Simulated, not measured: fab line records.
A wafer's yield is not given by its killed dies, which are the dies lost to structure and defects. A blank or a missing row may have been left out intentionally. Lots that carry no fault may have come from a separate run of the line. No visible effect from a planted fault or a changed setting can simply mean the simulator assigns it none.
A lot that was struck, set against a sound lot	flow sky130	15 out of 708 route steps
Sound: wafers L907.3, L907.4, L907.6. Wafers struck: L909.1, L909.3, L909.6. The cause comes at the end.
Order at every step that has rows: each side's tool, ch and its chambers, its first start. Under that, the readings that differ: sound wafers	struck wafers	difference of the means	sigmas: that difference in standard deviations of wafers without a fault.
alike: readings whose means differ by less than 2 such deviations, and words and numbers that are the same on both sides. not compared: withheld readings, readings that some wafer has no value for, bounds like >300 that may hide the same value, and numbers for which the record gives no deviation and whose values overlap.
Wherever a step has rows on one side only, a row that says differs or no value, or a row with sigmas, the two part there. When numbers do not overlap yet have no deviation, they are printed without sigmas and do not part them. Lack of a reading on every wafer of one side parts them only where that side has two or more wafers.

first, 9 steps without rows for these wafers: SKY_CAP2M_CLEAN_17 (cleans in O3/DIW); SKY_METAL4_DEHYDRATE_05 (time 60 s); SKY_METAL4_HMDS_06 (prime time 60 s); SKY_METAL4_COAT_07 (resist thk 60 nm); SKY_METAL4_COAT_08 (resist thk 1140 nm); SKY_METAL4_SOFTBAKE_09 (time 90 s); SKY_METAL4_EXPOSE_10 (exposes mask MM4, target cd 300 nm); SKY_METAL4_PEB_11; SKY_METAL4_DEVELOP_12 (develop time 60 s).
SKY_METAL4_CD_MEAS_13 targets a cd of 300 nm.
  sound on cd_sem-01 at day 41 16:39; struck on cd_sem-02 at day 42 05:37
  alike: cd_nm
SKY_METAL4_OVL_MEAS_14:
  sound on overlay-02 at day 41 16:45; struck on overlay-02 at day 42 05:44
  alike: METAL4_OVL
SKY_METAL4_DESCUM_15: chemistry O2, time 8 s.
  sound on rie_metal-04 ch 0,1, day 41 16:47; struck on rie_metal-04 ch 0,1, day 42 05:46
  alike: drypump_motor_current_A, oes_product_au, temp_c
  not compared: rf_hours_counter_h
SKY_METAL4_ETCH_16: etches BARC in N2/H2, stops on SiO2, time 88.2 s, target depth 60 nm.
  sound on rie_metal-04 ch 0,1, day 41 16:50; struck on rie_metal-04 ch 0,1, day 42 05:48
reading	sound	struck	difference	sigmas
oes_product_au (a.u.)	0.631 0.617 0.626	0.647 0.650 0.652	+0.025	+6
run_length_s (s)	115.7 116.2 115.9	112.5 112.2 112.1	-3.7	-9
  alike: drypump_motor_current_A, h2_flow_sccm, n2_flow_sccm, throttle_valve_pct
  not compared: rf_hours_counter_h
SKY_METAL4_ETCH_17: etches SiO2 in C4F8/O2/Ar, stops on TiN, time 3.9 s, target depth 15 nm.
  sound on rie_diel-03 ch 1,3, day 41 16:54; struck on rie_diel-04 ch 1,2, day 42 05:54
  alike: oes_product_au
  not compared: rf_hours_counter_h
SKY_PAD_OPEN_PROBE_99:
  rows exist in the record for the sound wafers here (prober-01, day 45 15:01), none for the struck ones

## WHERE THEY PART
Earliest at SKY_METAL4_ETCH_16; latest, in this record, at SKY_PAD_OPEN_PROBE_99.

WHY: what the simulator had put in
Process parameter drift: rie_metal-04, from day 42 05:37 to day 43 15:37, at SKY_METAL4_ETCH_16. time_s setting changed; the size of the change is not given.
